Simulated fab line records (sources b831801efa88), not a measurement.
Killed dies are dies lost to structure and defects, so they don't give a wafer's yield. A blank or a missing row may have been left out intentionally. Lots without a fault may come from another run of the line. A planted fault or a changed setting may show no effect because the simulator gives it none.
Which tool did it? :: flow sfq line :: 15 lots with 45 wafers sampled at 6 steps, on a route of 325 steps

WHAT THE GAUGES SHOWED, per wafer
Not one reading of a measure or inspect step in the record can be checked against a usual standard deviation.

EACH LOT AND THE TOOL THAT RAN IT (in order: tool; ch and the chambers of the sampled wafers; start)
lot: L613
SFQ_TRILAYER_I3_VIA_STRIP_STRIP_089: rie metal-03 ch 0,1, day 30 00:23
SFQ_TRILAYER_M4_BARC_OPEN_METAL_ETCH_123: rie metal-01 ch 0,1, day 32 03:56
SFQ_TRILAYER_M4_ETCH_METAL_ETCH_096: rie metal-01 ch 0,1, day 32 04:00
SFQ_TRILAYER_I4_DEP_PECVD_099: pecvd-03 ch 1,2, day 32 04:54
SFQ_TRILAYER_I4_CMP_CMP_100: cmp-01 ch 0,1,3, day 33 03:17
SFQ_TRILAYER_I4_VIA_LITHO_EXPOSE_104: krf scanner-02 ch 0, day 36 22:29

lot: L615
SFQ_TRILAYER_I3_VIA_STRIP_STRIP_089: rie metal-04 ch 0,1, day 30 19:35
SFQ_TRILAYER_M4_BARC_OPEN_METAL_ETCH_123: rie metal-02 ch 0,1, day 33 03:17
SFQ_TRILAYER_M4_ETCH_METAL_ETCH_096: rie metal-02 ch 0,1, day 33 03:21
SFQ_TRILAYER_I4_DEP_PECVD_099: pecvd-03 ch 0,1,2, day 33 04:15
SFQ_TRILAYER_I4_CMP_CMP_100: cmp-01 ch 0,2, day 34 05:47
SFQ_TRILAYER_I4_VIA_LITHO_EXPOSE_104: krf scanner-02 ch 0, day 37 18:13

lot: L617
SFQ_TRILAYER_I3_VIA_STRIP_STRIP_089: rie metal-01 ch 0,1, day 31 14:59
SFQ_TRILAYER_M4_BARC_OPEN_METAL_ETCH_123: rie metal-04 ch 0,1, day 34 04:04
SFQ_TRILAYER_M4_ETCH_METAL_ETCH_096: rie metal-04 ch 0,1, day 34 04:08
SFQ_TRILAYER_I4_DEP_PECVD_099: pecvd-03 ch 0,1,2, day 34 05:13
SFQ_TRILAYER_I4_CMP_CMP_100: cmp-01 ch 1,2, day 35 03:35
SFQ_TRILAYER_I4_VIA_LITHO_EXPOSE_104: krf scanner-02 ch 0, day 38 08:01

lot: L619
SFQ_TRILAYER_I3_VIA_STRIP_STRIP_089: rie metal-03 ch 0,1, day 32 13:26
SFQ_TRILAYER_M4_BARC_OPEN_METAL_ETCH_123: rie metal-02 ch 0,1, day 35 01:40
SFQ_TRILAYER_M4_ETCH_METAL_ETCH_096: rie metal-02 ch 0,1, day 35 01:44
SFQ_TRILAYER_I4_DEP_PECVD_099: pecvd-02 ch 0,2, day 35 02:36
SFQ_TRILAYER_I4_CMP_CMP_100: cmp-02 ch 0,1,2, day 36 05:28
SFQ_TRILAYER_I4_VIA_LITHO_EXPOSE_104: krf scanner-02 ch 0, day 38 19:12

lot: L620
SFQ_TRILAYER_I3_VIA_STRIP_STRIP_089: rie metal-04 ch 0,1, day 33 08:59
SFQ_TRILAYER_M4_BARC_OPEN_METAL_ETCH_123: rie metal-04 ch 0,1, day 35 18:26
SFQ_TRILAYER_M4_ETCH_METAL_ETCH_096: rie metal-04 ch 0,1, day 35 18:30
SFQ_TRILAYER_I4_DEP_PECVD_099: pecvd-03 ch 0,1,2, day 35 19:24
SFQ_TRILAYER_I4_CMP_CMP_100: cmp-01 ch 0,1, day 36 17:22
SFQ_TRILAYER_I4_VIA_LITHO_EXPOSE_104: krf scanner-02, day 39 03:12

lot: L621
SFQ_TRILAYER_I3_VIA_STRIP_STRIP_089: rie metal-03 ch 0,1, day 34 00:35
SFQ_TRILAYER_M4_BARC_OPEN_METAL_ETCH_123: rie metal-02 ch 0,1, day 36 17:14
SFQ_TRILAYER_M4_ETCH_METAL_ETCH_096: rie metal-02 ch 0,1, day 36 17:18
SFQ_TRILAYER_I4_DEP_PECVD_099: pecvd-04 ch 1,2, day 36 18:12
SFQ_TRILAYER_I4_CMP_CMP_100: cmp-02 ch 1,3, day 37 19:58
SFQ_TRILAYER_I4_VIA_LITHO_EXPOSE_104: krf scanner-02, day 40 01:45

lot: L622
SFQ_TRILAYER_I3_VIA_STRIP_STRIP_089: rie metal-04 ch 0,1, day 35 13:59
SFQ_TRILAYER_M4_BARC_OPEN_METAL_ETCH_123: rie metal-04 ch 0,1, day 39 11:13
SFQ_TRILAYER_M4_ETCH_METAL_ETCH_096: rie metal-04 ch 0,1, day 39 11:18
SFQ_TRILAYER_I4_DEP_PECVD_099: pecvd-03 ch 0,1,2, day 39 12:10
SFQ_TRILAYER_I4_CMP_CMP_100: cmp-01 ch 1,2,3, day 40 01:04
SFQ_TRILAYER_I4_VIA_LITHO_EXPOSE_104: krf scanner-02, day 41 06:45

lot: L623
SFQ_TRILAYER_I3_VIA_STRIP_STRIP_089: rie metal-04 ch 0,1, day 35 22:11
SFQ_TRILAYER_M4_BARC_OPEN_METAL_ETCH_123: rie metal-02 ch 0,1, day 39 20:36
SFQ_TRILAYER_M4_ETCH_METAL_ETCH_096: rie metal-02 ch 0,1, day 39 20:40
SFQ_TRILAYER_I4_DEP_PECVD_099: pecvd-02 ch 0,1,2, day 39 21:34
SFQ_TRILAYER_I4_CMP_CMP_100: cmp-01 ch 0,1, day 40 09:34
SFQ_TRILAYER_I4_VIA_LITHO_EXPOSE_104: krf scanner-02 ch 0, day 41 12:33

lot: L628
SFQ_TRILAYER_I3_VIA_STRIP_STRIP_089: rie metal-01 ch 0,1, day 38 20:18
SFQ_TRILAYER_M4_BARC_OPEN_METAL_ETCH_123: rie metal-01 ch 0,1, day 43 20:37
SFQ_TRILAYER_M4_ETCH_METAL_ETCH_096: rie metal-01 ch 0,1, day 43 20:42
SFQ_TRILAYER_I4_DEP_PECVD_099: pecvd-04 ch 0,1,2, day 43 21:34
SFQ_TRILAYER_I4_CMP_CMP_100: cmp-02 ch 2,3, day 44 05:55
SFQ_TRILAYER_I4_VIA_LITHO_EXPOSE_104: krf scanner-01 ch 0, day 44 11:31

lot: L629
SFQ_TRILAYER_I3_VIA_STRIP_STRIP_089: rie metal-01 ch 0,1, day 39 04:36
SFQ_TRILAYER_M4_BARC_OPEN_METAL_ETCH_123: rie metal-02 ch 0,1, day 44 09:55
SFQ_TRILAYER_M4_ETCH_METAL_ETCH_096: rie metal-02 ch 0,1, day 44 09:59
SFQ_TRILAYER_I4_DEP_PECVD_099: pecvd-03 ch 1,2, day 44 10:53
SFQ_TRILAYER_I4_CMP_CMP_100: cmp-02 ch 1,2,3, day 44 21:55
SFQ_TRILAYER_I4_VIA_LITHO_EXPOSE_104: krf scanner-01 ch 0, day 50 12:39

lot: L630
SFQ_TRILAYER_I3_VIA_STRIP_STRIP_089: rie metal-03 ch 0,1, day 39 19:33
SFQ_TRILAYER_M4_BARC_OPEN_METAL_ETCH_123: rie metal-04 ch 1, day 45 02:11
SFQ_TRILAYER_M4_ETCH_METAL_ETCH_096: rie metal-04 ch 1, day 45 02:19
SFQ_TRILAYER_I4_DEP_PECVD_099: pecvd-04 ch 0,1,2, day 45 03:55
SFQ_TRILAYER_I4_CMP_CMP_100: cmp-01 ch 0,3, day 45 11:23
SFQ_TRILAYER_I4_VIA_LITHO_EXPOSE_104: krf scanner-01 ch 0, day 51 03:15

lot: L631
SFQ_TRILAYER_I3_VIA_STRIP_STRIP_089: rie metal-03 ch 0,1, day 40 07:45
SFQ_TRILAYER_M4_BARC_OPEN_METAL_ETCH_123: rie metal-02 ch 0,1, day 45 14:11
SFQ_TRILAYER_M4_ETCH_METAL_ETCH_096: rie metal-02 ch 0,1, day 45 14:16
SFQ_TRILAYER_I4_DEP_PECVD_099: pecvd-04 ch 0,2, day 45 15:07
SFQ_TRILAYER_I4_CMP_CMP_100: cmp-02 ch 0,2, day 45 15:42
SFQ_TRILAYER_I4_VIA_LITHO_EXPOSE_104: krf scanner-01 ch 0, day 51 07:03

lot: L633
SFQ_TRILAYER_I3_VIA_STRIP_STRIP_089: rie metal-04 ch 0,1, day 40 21:57
SFQ_TRILAYER_M4_BARC_OPEN_METAL_ETCH_123: rie metal-01 ch 0,1, day 46 12:07
SFQ_TRILAYER_M4_ETCH_METAL_ETCH_096: rie metal-01 ch 0,1, day 46 12:10
SFQ_TRILAYER_I4_DEP_PECVD_099: pecvd-02 ch 0,1,2, day 46 13:04
SFQ_TRILAYER_I4_CMP_CMP_100: cmp-01 ch 2,3, day 47 00:36
SFQ_TRILAYER_I4_VIA_LITHO_EXPOSE_104: krf scanner-01 ch 0, day 52 13:01

lot: L634
SFQ_TRILAYER_I3_VIA_STRIP_STRIP_089: rie metal-04 ch 0,1, day 41 00:21
SFQ_TRILAYER_M4_BARC_OPEN_METAL_ETCH_123: rie metal-02 ch 0,1, day 46 15:43
SFQ_TRILAYER_M4_ETCH_METAL_ETCH_096: rie metal-02 ch 0,1, day 46 15:46
SFQ_TRILAYER_I4_DEP_PECVD_099: pecvd-02 ch 0,1,2, day 46 16:41
SFQ_TRILAYER_I4_CMP_CMP_100: cmp-02 ch 1,2, day 47 07:33
SFQ_TRILAYER_I4_VIA_LITHO_EXPOSE_104: krf scanner-01 ch 0, day 52 22:49

lot: L635
SFQ_TRILAYER_I3_VIA_STRIP_STRIP_089: rie metal-01 ch 0,1, day 41 06:21
SFQ_TRILAYER_M4_BARC_OPEN_METAL_ETCH_123: rie metal-01 ch 0,1, day 47 00:52
SFQ_TRILAYER_M4_ETCH_METAL_ETCH_096: rie metal-01 ch 0,1, day 47 00:55
SFQ_TRILAYER_I4_DEP_PECVD_099: pecvd-04 ch 0,2, day 47 01:49
SFQ_TRILAYER_I4_CMP_CMP_100: cmp-02 ch 0,1,3, day 47 20:03
SFQ_TRILAYER_I4_VIA_LITHO_EXPOSE_104: krf scanner-02 ch 0, day 53 13:21
- SFQ_TRILAYER_I3_VIA_STRIP_STRIP_089: strips in O2.
- SFQ_TRILAYER_M4_BARC_OPEN_METAL_ETCH_123: etches BARC in O2, target depth 125 nm, time 41.7 s.
- SFQ_TRILAYER_M4_ETCH_METAL_ETCH_096: etches Nb in Cl2/Ar, stops on SiO2, target depth 240 nm, time 120 s.
- SFQ_TRILAYER_I4_DEP_PECVD_099: deposits SiO2 from SiH4/N2O, time 111.11 s, target thk 500 nm.
- SFQ_TRILAYER_I4_CMP_CMP_100: polishes SiO2.
- SFQ_TRILAYER_I4_VIA_LITHO_EXPOSE_104: exposes mask I4, target cd 700 nm.

AS READ BY THE TOOLS THEMSELVES (means over the sampled wafers that have a number; for cases with no such wafer, the mark the record gives instead)
SFQ_TRILAYER_I3_VIA_STRIP_STRIP_089.
lot: L613
tool: rie metal-03
drypump motor current A (A): 5.43
oes product au (a.u.): 1.003

lot: L615
tool: rie metal-04
drypump motor current A (A): 5.97
oes product au (a.u.): 0.998

lot: L617
tool: rie metal-01
drypump motor current A (A): 5.76
oes product au (a.u.): 1.004

lot: L619
tool: rie metal-03
drypump motor current A (A): 5.36
oes product au (a.u.): 1.000

lot: L620
tool: rie metal-04
drypump motor current A (A): 5.98
oes product au (a.u.): 0.999

lot: L621
tool: rie metal-03
drypump motor current A (A): 5.35
oes product au (a.u.): 1.013

lot: L622
tool: rie metal-04
drypump motor current A (A): 5.98
oes product au (a.u.): 1.007

lot: L623
tool: rie metal-04
drypump motor current A (A): 5.81
oes product au (a.u.): 1.005

lot: L628
tool: rie metal-01
drypump motor current A (A): 5.62
oes product au (a.u.): 1.012

lot: L629
tool: rie metal-01
drypump motor current A (A): 5.78
oes product au (a.u.): 0.994

lot: L630
tool: rie metal-03
drypump motor current A (A): 5.44
oes product au (a.u.): 1.000

lot: L631
tool: rie metal-03
drypump motor current A (A): 5.33
oes product au (a.u.): 1.001

lot: L633
tool: rie metal-04
drypump motor current A (A): 5.97
oes product au (a.u.): 1.002

lot: L634
tool: rie metal-04
drypump motor current A (A): 5.79
oes product au (a.u.): 1.010

lot: L635
tool: rie metal-01
drypump motor current A (A): 5.62
oes product au (a.u.): 1.006

SFQ_TRILAYER_M4_BARC_OPEN_METAL_ETCH_123.
lot: L613
tool: rie metal-01
bias w (W): 79.97
chamber pressure mTorr (mTorr): 10.007
drypump motor current A (A): 5.8
oes product au (a.u.): 0.688

lot: L615
tool: rie metal-02
bias w (W): 79.84
chamber pressure mTorr (mTorr): 10.003
drypump motor current A (A): 4.9
oes product au (a.u.): 0.688

lot: L617
tool: rie metal-04
bias w (W): 79.67
chamber pressure mTorr (mTorr): 10.006
drypump motor current A (A): 6.0
oes product au (a.u.): 0.688

lot: L619
tool: rie metal-02
bias w (W): 79.99
chamber pressure mTorr (mTorr): 10.000
drypump motor current A (A): 5.2
oes product au (a.u.): 0.690

lot: L620
tool: rie metal-04
bias w (W): -
chamber pressure mTorr (mTorr): -
drypump motor current A (A): -
oes product au (a.u.): -

lot: L621
tool: rie metal-02
bias w (W): -
chamber pressure mTorr (mTorr): -
drypump motor current A (A): -
oes product au (a.u.): -

lot: L622
tool: rie metal-04
bias w (W): -
chamber pressure mTorr (mTorr): -
drypump motor current A (A): -
oes product au (a.u.): -

lot: L623
tool: rie metal-02
bias w (W): 79.94
chamber pressure mTorr (mTorr): 9.994
drypump motor current A (A): 4.9
oes product au (a.u.): 0.688

lot: L628
tool: rie metal-01
bias w (W): 80.12
chamber pressure mTorr (mTorr): 10.003
drypump motor current A (A): 5.8
oes product au (a.u.): 0.685

lot: L629
tool: rie metal-02
bias w (W): 80.11
chamber pressure mTorr (mTorr): 9.993
drypump motor current A (A): 5.2
oes product au (a.u.): 0.684

lot: L630
tool: rie metal-04
bias w (W): 79.95
chamber pressure mTorr (mTorr): 9.992
drypump motor current A (A): 5.6
oes product au (a.u.): 0.679

lot: L631
tool: rie metal-02
bias w (W): 80.28
chamber pressure mTorr (mTorr): 10.004
drypump motor current A (A): 4.9
oes product au (a.u.): 0.683

lot: L633
tool: rie metal-01
bias w (W): 80.08
chamber pressure mTorr (mTorr): 9.998
drypump motor current A (A): 5.6
oes product au (a.u.): 0.681

lot: L634
tool: rie metal-02
bias w (W): 80.22
chamber pressure mTorr (mTorr): 9.994
drypump motor current A (A): 5.2
oes product au (a.u.): 0.685

lot: L635
tool: rie metal-01
bias w (W): 80.05
chamber pressure mTorr (mTorr): 9.998
drypump motor current A (A): 5.6
oes product au (a.u.): 0.684

SFQ_TRILAYER_M4_ETCH_METAL_ETCH_096.
lot: L613
tool: rie metal-01
bias w (W): 79.77
chamber pressure mTorr (mTorr): 9.999
drypump motor current A (A): 5.8
oes product au (a.u.): 0.897

lot: L615
tool: rie metal-02
bias w (W): 79.97
chamber pressure mTorr (mTorr): 10.004
drypump motor current A (A): 4.9
oes product au (a.u.): 0.889

lot: L617
tool: rie metal-04
bias w (W): 80.05
chamber pressure mTorr (mTorr): 10.000
drypump motor current A (A): 6.0
oes product au (a.u.): 0.890

lot: L619
tool: rie metal-02
bias w (W): 80.07
chamber pressure mTorr (mTorr): 10.006
drypump motor current A (A): 5.2
oes product au (a.u.): 0.899

lot: L620
tool: rie metal-04
bias w (W): 79.94
chamber pressure mTorr (mTorr): 10.000
drypump motor current A (A): 6.0
oes product au (a.u.): 0.376

lot: L621
tool: rie metal-02
bias w (W): 79.88
chamber pressure mTorr (mTorr): 10.000
drypump motor current A (A): 4.9
oes product au (a.u.): 0.377

lot: L622
tool: rie metal-04
bias w (W): 79.90
chamber pressure mTorr (mTorr): 10.001
drypump motor current A (A): 5.8
oes product au (a.u.): 0.371

lot: L623
tool: rie metal-02
bias w (W): 79.93
chamber pressure mTorr (mTorr): 9.999
drypump motor current A (A): 4.9
oes product au (a.u.): 0.896

lot: L628
tool: rie metal-01
bias w (W): 79.89
chamber pressure mTorr (mTorr): 10.004
drypump motor current A (A): 5.8
oes product au (a.u.): 0.902

lot: L629
tool: rie metal-02
bias w (W): 80.01
chamber pressure mTorr (mTorr): 10.000
drypump motor current A (A): 5.2
oes product au (a.u.): 0.893

lot: L630
tool: rie metal-04
bias w (W): 80.17
chamber pressure mTorr (mTorr): 10.012
drypump motor current A (A): 5.7
oes product au (a.u.): 0.899

lot: L631
tool: rie metal-02
bias w (W): 79.98
chamber pressure mTorr (mTorr): 9.995
drypump motor current A (A): 4.9
oes product au (a.u.): 0.897

lot: L633
tool: rie metal-01
bias w (W): 80.04
chamber pressure mTorr (mTorr): 9.997
drypump motor current A (A): 5.6
oes product au (a.u.): 0.896

lot: L634
tool: rie metal-02
bias w (W): 79.76
chamber pressure mTorr (mTorr): 9.999
drypump motor current A (A): 5.2
oes product au (a.u.): 0.890

lot: L635
tool: rie metal-01
bias w (W): 79.74
chamber pressure mTorr (mTorr): 10.009
drypump motor current A (A): 5.6
oes product au (a.u.): 0.889

SFQ_TRILAYER_I4_DEP_PECVD_099.
lot: L613
tool: pecvd-03
heater power w (W): 73
throttle valve pct (%): 27.2

lot: L615
tool: pecvd-03
heater power w (W): 91
throttle valve pct (%): 27.3

lot: L617
tool: pecvd-03
heater power w (W): 94
throttle valve pct (%): 27.3

lot: L619
tool: pecvd-02
heater power w (W): 99
throttle valve pct (%): 25.9

lot: L620
tool: pecvd-03
heater power w (W): 99
throttle valve pct (%): 27.3

lot: L621
tool: pecvd-04
heater power w (W): 97
throttle valve pct (%): 24.2

lot: L622
tool: pecvd-03
heater power w (W): 96
throttle valve pct (%): 27.3

lot: L623
tool: pecvd-02
heater power w (W): 112
throttle valve pct (%): 26.6

lot: L628
tool: pecvd-04
heater power w (W): 88
throttle valve pct (%): 24.1

lot: L629
tool: pecvd-03
heater power w (W): 75
throttle valve pct (%): 24.5

lot: L630
tool: pecvd-04
heater power w (W): 78
throttle valve pct (%): 24.2

lot: L631
tool: pecvd-04
heater power w (W): 74
throttle valve pct (%): 23.8

lot: L633
tool: pecvd-02
heater power w (W): 113
throttle valve pct (%): 26.7

lot: L634
tool: pecvd-02
heater power w (W): 108
throttle valve pct (%): 26.5

lot: L635
tool: pecvd-04
heater power w (W): 78
throttle valve pct (%): 23.3

SFQ_TRILAYER_I4_CMP_CMP_100.
lot: L613
tool: cmp-01
motor current A (A): 10.6
retaining ring pressure frac: 0.993
time to endpoint s (s): 218

lot: L615
tool: cmp-01
motor current A (A): 9.7
retaining ring pressure frac: 0.994
time to endpoint s (s): 212

lot: L617
tool: cmp-01
motor current A (A): 9.3
retaining ring pressure frac: 0.999
time to endpoint s (s): 210

lot: L619
tool: cmp-02
motor current A (A): 11.1
retaining ring pressure frac: 1.001
time to endpoint s (s): 224

lot: L620
tool: cmp-01
motor current A (A): 10.4
retaining ring pressure frac: 1.006
time to endpoint s (s): 205

lot: L621
tool: cmp-02
motor current A (A): 10.4
retaining ring pressure frac: 0.998
time to endpoint s (s): 215

lot: L622
tool: cmp-01
motor current A (A): 9.3
retaining ring pressure frac: 1.000
time to endpoint s (s): 216

lot: L623
tool: cmp-01
motor current A (A): 10.0
retaining ring pressure frac: 0.997
time to endpoint s (s): 217

lot: L628
tool: cmp-02
motor current A (A): 10.7
retaining ring pressure frac: 0.998
time to endpoint s (s): 214

lot: L629
tool: cmp-02
motor current A (A): 11.4
retaining ring pressure frac: 1.005
time to endpoint s (s): 219

lot: L630
tool: cmp-01
motor current A (A): 10.5
retaining ring pressure frac: 1.000
time to endpoint s (s): 215

lot: L631
tool: cmp-02
motor current A (A): 10.5
retaining ring pressure frac: 0.997
time to endpoint s (s): 214

lot: L633
tool: cmp-01
motor current A (A): 9.1
retaining ring pressure frac: 1.000
time to endpoint s (s): 211

lot: L634
tool: cmp-02
motor current A (A): 11.2
retaining ring pressure frac: 1.008
time to endpoint s (s): 216

lot: L635
tool: cmp-02
motor current A (A): 10.7
retaining ring pressure frac: 0.999
time to endpoint s (s): 218

SFQ_TRILAYER_I4_VIA_LITHO_EXPOSE_104.
lot: L613
tool: krf scanner-02
exposure dose mJ cm2: 21.313
focus offset nm (nm): 0.0

lot: L615
tool: krf scanner-02
exposure dose mJ cm2: 21.283
focus offset nm (nm): -0.1

lot: L617
tool: krf scanner-02
exposure dose mJ cm2: 21.282
focus offset nm (nm): 0.0

lot: L619
tool: krf scanner-02
exposure dose mJ cm2: 21.312
focus offset nm (nm): -0.5

lot: L620
tool: krf scanner-02
exposure dose mJ cm2: -
focus offset nm (nm): -

lot: L621
tool: krf scanner-02
exposure dose mJ cm2: -
focus offset nm (nm): -

lot: L622
tool: krf scanner-02
exposure dose mJ cm2: -
focus offset nm (nm): -

lot: L623
tool: krf scanner-02
exposure dose mJ cm2: 21.313
focus offset nm (nm): 0.2

lot: L628
tool: krf scanner-01
exposure dose mJ cm2: 21.264
focus offset nm (nm): -0.6

lot: L629
tool: krf scanner-01
exposure dose mJ cm2: 21.313
focus offset nm (nm): -0.2

lot: L630
tool: krf scanner-01
exposure dose mJ cm2: 21.316
focus offset nm (nm): 0.6

lot: L631
tool: krf scanner-01
exposure dose mJ cm2: 21.295
focus offset nm (nm): -0.4

lot: L633
tool: krf scanner-01
exposure dose mJ cm2: 21.282
focus offset nm (nm): 0.8

lot: L634
tool: krf scanner-01
exposure dose mJ cm2: 21.315
focus offset nm (nm): 0.2

lot: L635
tool: krf scanner-02
exposure dose mJ cm2: 21.302
focus offset nm (nm): -0.5

THE ANSWER, worked out from the rows above alone
Rule: the usual values come from the lots themselves. The widest of any qualifying gaps counts: lots, ordered by their means at a reading, are off when they make up no more than a third of the lots, leave a main group of 4 or more, and stand apart from it by 3 or more times the standard deviation of that group's means. A main group is skipped when, at the precision printed for the reading in the tables above, its means are all equal. A lot without any number at a reading at which 4 lots or more have one is off too. All remaining lots with rows at the step are treated as sound. After the gauges, taken in route order, come the tools' own readings; for these a lot's mean is taken, as printed above. The first step at which some lot is off is used, and at that step the reading that is off furthest; a lot without a number counts as furthest.
Off: L620, L621, L622, at SFQ_TRILAYER_M4_BARC_OPEN_METAL_ETCH_123 (bias w). Without a number there: L620, L621, L622. Mean 80.02 W and standard deviation 0.16 in the main group.
If a tool, at that step or one of the process steps before it, ran each lot that is off and ran no sound lot following the first of them, it fits. None of those tried fits.

WHAT HAD BEEN PUT IN BY THE SIMULATOR
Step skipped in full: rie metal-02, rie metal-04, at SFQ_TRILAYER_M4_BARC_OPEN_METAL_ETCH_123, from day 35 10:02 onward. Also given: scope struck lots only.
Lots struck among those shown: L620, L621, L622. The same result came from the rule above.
